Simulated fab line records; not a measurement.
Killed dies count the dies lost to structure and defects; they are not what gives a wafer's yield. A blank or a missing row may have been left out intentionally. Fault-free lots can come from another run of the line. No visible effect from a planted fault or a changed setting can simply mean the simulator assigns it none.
Which tool is to blame? ; flow sky130 ; 12 lots, 36 wafers sampled, at 5 steps of a route of 708

WHAT THE GAUGES READ, wafer by wafer
Not one reading of a measure or inspect step in the record can be checked against a usual standard deviation.

TOOL THAT RAN EACH LOT (tool first, then ch and the chambers of the sampled wafers, then the start)
lot;SKY_METAL4_ETCH_16;SKY_VIA4_CMP_02;SKY_VIA4_STRIP_13;SKY_METAL5_SPUTTER_01;SKY_PAD_OPEN_PROBE_99
L618;rie metal-02 ch 0,1, day 42 01:03;cmp-01 ch 0,1,2, day 42 02:16;plasma asher-01 ch 1, day 43 00:56;pvd sputter-01, day 43 02:14;-
L620;rie metal-01 ch 0,1, day 42 19:43;cmp-02 ch 0,1,3, day 42 21:01;plasma asher-02 ch 0,1, day 43 20:02;pvd sputter-04, day 43 21:21;-
L622;rie metal-02 ch 0,1, day 42 23:03;cmp-01 ch 0,2,3, day 43 00:17;plasma asher-03 ch 0,1, day 44 00:08;pvd sputter-01, day 44 01:27;-
L621;rie metal-01 ch 0,1, day 42 23:36;cmp-02 ch 0,1,2, day 43 00:50;plasma asher-02 ch 0,1, day 44 00:24;pvd sputter-02, day 44 01:43;-
L623;rie metal-02 ch 0,1, day 43 10:22;cmp-02 ch 0,1,2, day 43 11:30;plasma asher-03 ch 0,1, day 44 10:56;pvd sputter-01, day 44 12:17;-
L624;rie metal-01 ch 0,1, day 43 16:22;cmp-01 ch 0,1,2, day 43 17:35;plasma asher-02 ch 0,1, day 44 16:23;pvd sputter-02, day 44 17:52;-
L627;rie metal-02 ch 0,1, day 44 22:23;cmp-02 ch 0,1,3, day 44 23:37;plasma asher-01 ch 0,1, day 45 20:26;pvd sputter-02, day 45 21:44;-
L628;rie metal-02 ch 0, day 45 04:04;cmp-02 ch 0,1,2, day 45 05:25;plasma asher-02 ch 0,1, day 46 02:33;pvd sputter-01, day 46 03:53;-
L631;rie metal-02 ch 1, day 45 12:55;cmp-02 ch 0,2,3, day 45 14:14;plasma asher-02 ch 0,1, day 46 11:11;pvd sputter-02, day 46 12:35;-
L632;rie metal-02 ch 0,1, day 45 20:18;cmp-02 ch 0,3, day 45 21:46;plasma asher-02 ch 0,1, day 46 18:23;pvd sputter-04, day 46 19:41;prober-02, day 49 06:19
L634;rie metal-02 ch 0,1, day 46 06:49;cmp-01 ch 0,1,3, day 46 08:19;plasma asher-01 ch 0,1, day 47 04:18;pvd sputter-02, day 47 05:37;prober-02, day 49 16:06
L640;rie metal-01 ch 0,1, day 47 13:43;cmp-02 ch 0,1,3, day 47 14:59;plasma asher-02 ch 0,1, day 48 08:59;pvd sputter-01, day 48 11:33;-
- SKY_METAL4_ETCH_16: etches BARC in N2/H2, stops on SiO2, time 88.2 s, target depth 60 nm.
- SKY_VIA4_CMP_02: polishes SiO2.
- SKY_VIA4_STRIP_13: strips in O2/N2.
- SKY_METAL5_SPUTTER_01: material TiN, target thk 20 nm, time 16.7 s.
- SKY_PAD_OPEN_PROBE_99

AS READ BY THE TOOLS THEMSELVES (means over the sampled wafers that have a number; for cases with no such wafer, the mark the record gives instead)
SKY_METAL4_ETCH_16. Usual: drypump motor current A 5.6 A, standard deviation 0.49; oes product au 0.625 a.u., standard deviation 0.0044; throttle valve pct 13.205 %, standard deviation 0.0095.
lot;tool;drypump motor current A (A);oes product au (a.u.);throttle valve pct (%);flag
L618;rie metal-02;5.7;0.628;13.208;
L620;rie metal-01;5.6;0.631;13.205;
L622;rie metal-02;6.1;0.628;13.207;
L621;rie metal-01;5.6;0.625;13.206;
L623;rie metal-02;5.7;0.625;13.204;
L624;rie metal-01;5.6;0.625;13.201;
L627;rie metal-02;5.7;0.628;13.207;
L628;rie metal-02;5.3;0.626;13.203;
L631;rie metal-02;6.4;0.625;13.203;
L632;rie metal-02;6.0;0.628;13.194;
L634;rie metal-02;5.7;0.622;13.219;
L640;rie metal-01;5.6;0.626;13.199;

SKY_VIA4_CMP_02. Usual: 12.2 A for motor current A, sd 1.7.
lot;tool;motor current A (A);flag
L618;cmp-01;11.2;
L620;cmp-02;11.6;
L622;cmp-01;12.5;
L621;cmp-02;12.8;
L623;cmp-02;12.0;
L624;cmp-01;11.3;
L627;cmp-02;11.2;
L628;cmp-02;12.7;
L631;cmp-02;11.9;
L632;cmp-02;10.5;
L634;cmp-01;12.9;
L640;cmp-02;11.3;

SKY_VIA4_STRIP_13. Usual: drypump motor current A 5.8 A, standard deviation 0.4; oes product au 0.709 a.u., standard deviation 0.0046; strip time to endpoint s 12.800 s, standard deviation 0.026.
lot;tool;drypump motor current A (A);oes product au (a.u.);strip time to endpoint s (s);flag
L618;plasma asher-01;6.0;0.707;12.779;
L620;plasma asher-02;6.0;0.708;12.798;
L622;plasma asher-03;6.1;0.713;12.804;
L621;plasma asher-02;5.7;0.710;12.820;
L623;plasma asher-03;6.2;0.703;12.802;
L624;plasma asher-02;6.0;0.712;12.759;
L627;plasma asher-01;5.8;0.708;12.811;
L628;plasma asher-02;5.7;0.708;12.810;
L631;plasma asher-02;6.0;0.713;12.800;
L632;plasma asher-02;6.0;0.711;12.806;
L634;plasma asher-01;5.9;0.710;12.852;
L640;plasma asher-02;5.7;0.708;12.804;

SKY_METAL5_SPUTTER_01. Usual: 29.7 % for throttle valve pct, sd 1.1.
lot;tool;throttle valve pct (%);flag
L618;pvd sputter-01;29.9;
L620;pvd sputter-04;30.6;
L622;pvd sputter-01;30.5;
L621;pvd sputter-02;29.9;
L623;pvd sputter-01;30.0;
L624;pvd sputter-02;29.6;
L627;pvd sputter-02;30.2;
L628;pvd sputter-01;30.0;
L631;pvd sputter-02;28.8;
L632;pvd sputter-04;29.9;
L634;pvd sputter-02;29.7;
L640;pvd sputter-01;29.8;

SKY_PAD_OPEN_PROBE_99. Usual: defect limited yield 82.3 %, standard deviation 2; killed_at_M0_to_M3 43, standard deviation 7.3; killed_at_M4_up 3.2, standard deviation 1.8; killed at contacts 24, standard deviation 5.8; killed at front end 16, standard deviation 4.5; killed at other 0.3, standard deviation 0.53; killed dies 87, standard deviation 9.9; killed open 48, standard deviation 6.8; killed short 39, standard deviation 6.9; sort_bin_3_pad_short 0.8 %, standard deviation 0.42; sort_bin_5_function 10.4 %, standard deviation 1.6; sort_bin_6_memory 6.4 %, standard deviation 1.2; sort n pass 405, standard deviation 9.9; sort yield pct 82.3 %, standard deviation 2.
lot;tool;defect limited yield (%);killed_at_M0_to_M3;killed_at_M4_up;killed at contacts;killed at front end;killed at other;killed dies;killed open;killed short;sort_bin_3_pad_short (%);sort_bin_5_function (%);sort_bin_6_memory (%);sort n pass;sort yield pct (%);flag
L632;prober-02;76.1;40;48.7;16;13;0.0;118;40;33;1.6;16.0;6.3;374;76.1;OFF
L634;prober-02;74.2;43;45.3;21;17;0.0;127;44;42;2.3;15.7;7.8;365;74.2;OFF

THE ANSWER, worked out from the rows above alone
Rule: lot off if the mean of its wafers having a number is beyond 3 standard deviations from the usual mean. Also off: a lot with no number at a reading for which 4 or more lots have one. The other lots that the step has rows for count as sound. First the gauges in route order, then the tools' own readings, where a lot's mean is used as printed above. The first step at which some lot is off is used, and at that step the reading that is off furthest; a lot without a number counts as furthest.
Off, at SKY_PAD_OPEN_PROBE_99 on killed_at_M4_up: L632, L634. Neither off nor sound, because the step has no rows for them: L618, L620, L622, L621, L623, L624, L627, L628, L631, L640.
A tool fits if, at that step or a process step before it, it ran every lot that is off, and no sound lot after the first of them. 2 tools fit, rie metal-02 at SKY_METAL4_ETCH_16 and prober-02 at SKY_PAD_OPEN_PROBE_99, so this cannot tell which one it is.

WHAT THE SIMULATOR HAD PUT IN
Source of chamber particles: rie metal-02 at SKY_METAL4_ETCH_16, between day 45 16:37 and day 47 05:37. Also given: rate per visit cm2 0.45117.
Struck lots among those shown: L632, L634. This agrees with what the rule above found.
